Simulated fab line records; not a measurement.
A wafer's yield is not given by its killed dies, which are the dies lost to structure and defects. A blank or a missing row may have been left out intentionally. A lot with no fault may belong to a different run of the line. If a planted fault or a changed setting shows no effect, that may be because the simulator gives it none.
What tool caused it? -- flow gf180mcu -- 18 wafers from 6 lots sampled at 2 of the route's 602 steps

== WHAT THE GAUGES SHOWED, per wafer ==
GF_HV_LDD_TW_MEAS_50.
lot,measured,on,HV_LDD_4_TW
L351,day 12 21:50,film-metro-02,561.2 564.9 562.0
L355,day 14 16:26,film-metro-01,566.3 567.9 571.1
L360,day 16 05:38,film-metro-03,569.9 568.7 573.6
L363,day 17 02:56,film-metro-01,527.8 529.3 532.0
L368,day 18 15:34,film-metro-02,562.1 561.4 564.3
L371,day 19 11:56,film-metro-03,564.6 566.7 566.5

== EACH LOT AND THE TOOL THAT RAN IT (in order: tool; ch and the chambers of the sampled wafers; start) ==
lot,GF_HV_LDD_IMPLANT_48
L351,"implanter-04 ch 0, day 12 21:35"
L355,"implanter-02 ch 0, day 14 16:11"
L360,"implanter-04 ch 0, day 16 05:24"
L363,"implanter-02 ch 0, day 17 02:43"
L368,"implanter-03 ch 0, day 18 15:19"
L371,"implanter-03 ch 0, day 19 11:41"
- GF_HV_LDD_IMPLANT_48

== THE ANSWER, worked out from the rows above alone ==
Rule: the lots themselves supply what counts as usual. The widest of any qualifying gaps counts: lots, ordered by their means at a reading, are off when they make up no more than a third of the lots, leave a main group of 4 or more, and stand apart from it by 3 or more times the standard deviation of that group's means. The tables above print the reading to a certain number of digits; a main group whose means all agree to those digits is not used. Also off: a lot with no number at a reading for which 4 or more lots have one. The other lots that the step has rows for count as sound.
Off: L363, at GF_HV_LDD_TW_MEAS_50 (HV_LDD_4_TW). Mean 566.1 and standard deviation 3.2 in the main group.
A tool fits if, at a process step before that reading, it ran every lot that is off, and no sound lot after the first of them. Those tools and the gauges at GF_HV_LDD_TW_MEAS_50 are tried in the same way. This does not decide it: 2 tools fit, namely implanter-02 at GF_HV_LDD_IMPLANT_48 and film-metro-01 at GF_HV_LDD_TW_MEAS_50.

== WHAT THE SIMULATOR HAD PUT IN ==
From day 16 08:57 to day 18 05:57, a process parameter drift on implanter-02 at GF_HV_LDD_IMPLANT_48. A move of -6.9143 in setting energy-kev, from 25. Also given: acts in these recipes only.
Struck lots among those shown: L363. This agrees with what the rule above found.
